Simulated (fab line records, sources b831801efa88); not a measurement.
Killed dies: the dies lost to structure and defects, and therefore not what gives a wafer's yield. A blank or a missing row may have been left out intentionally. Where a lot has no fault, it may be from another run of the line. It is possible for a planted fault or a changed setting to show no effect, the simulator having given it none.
Problem report in the 8D (eight disciplines) form, filled by code / flow sfqLine / the parts of the form that need people (team, actions taken, sign-off) are left out

== 1. WHAT WENT WRONG ==
Wafers with no fault read 39.99 C with a standard deviation of 0.12, whereas platenTempC at SFQ_TRILAYER_JJ_CE_STRIP_STRIP_120 reads a mean of 40.62 C on 1 wafer of 1 lot. Relative to the usual mean, that is a shift of +5.2 standard deviations.
The step: strips in O2.
First seen on wafer L987.6, day 50 06:28, on rieMetal-02. The record has a number at this step for 36 wafers belonging to 13 lots. Rule for "out" (also "out of limits"): further than 4 standard deviations from the usual mean. The other wafers with a number count as sound.

== 2. WHAT IT IS, AND WHAT IT ISN'T ==
question=which readings at this step | is=platenTempC | is not=drypumpMotorCurrentA, oesProductAu
question=which lots | is=L987 | is not=L100, L101, L102, L103, L107, L108, L986, L989, L991, L992, L997, L998
question=which wafers of those lots | is=L987.6 | is not=L987.4
question=read on which tools | is=rieMetal-02 | is not=rieMetal-01, rieMetal-03
question=when | is=from day 50 06:28 | is not=up to then (4 sound wafers); but 31 sound wafers of L100, L101, L102, L103, L107, L108, L989, L991, L992, L997, L998 came after

== 3. SUSPECTS, AND WHAT RULES EACH OUT ==
Counting: a tool at a process step up to the reading stays a suspect if it ran every lot that is out. Sound lots after the first of them don't rule it out here, since some wafers of a struck lot are sound.
- rieMetal-02 at SFQ_TRILAYER_JJ_CE_STRIP_STRIP_120 (strips in O2): kept. The lot that is out, L987, ran on it at day 50 06:28; the last sound lot it ran before that was L986, at day 49 20:52. Its own readings are out on those wafers: platenTempC.
- Within rieMetal-02 at SFQ_TRILAYER_JJ_CE_STRIP_STRIP_120, the wafers that are out were processed in chamber 0 and their sound lot-mates in chamber 1.
The count leaves rieMetal-02 at SFQ_TRILAYER_JJ_CE_STRIP_STRIP_120.

== 4. THE CAUSE (what the simulator had put in) ==
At SFQ_TRILAYER_JJ_CE_STRIP_STRIP_120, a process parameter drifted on rieMetal-02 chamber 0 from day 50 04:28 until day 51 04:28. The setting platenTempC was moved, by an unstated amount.
Only this tool survived the counting.

== 5. SEQUENCE OF EFFECTS, ordered by route ==
One row per reading whose mean, taken over the struck wafers that have a number, lies over 3 standard deviations from the usual. Readings are gone through only where the record gives a usual standard deviation; hours: the median, over the lots, of the time from a lot's start at the first step in this table giving one to that lot's start at this step; sigmas: the change measured in usual standard deviations.
hours=0; step=SFQ_TRILAYER_JJ_CE_STRIP_STRIP_120; reading=platenTempC; usual=39.99 C; on struck wafers=40.62; change=+0.63; sigmas=+5.2
Its process steps:
- SFQ_TRILAYER_JJ_CE_STRIP_STRIP_120: strips in O2.

== 6. WHAT WOULD HAVE CAUGHT IT SOONER ==
In this record the first reading out of limits was taken at day 50 06:28, 2 hours after the fault began at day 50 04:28.
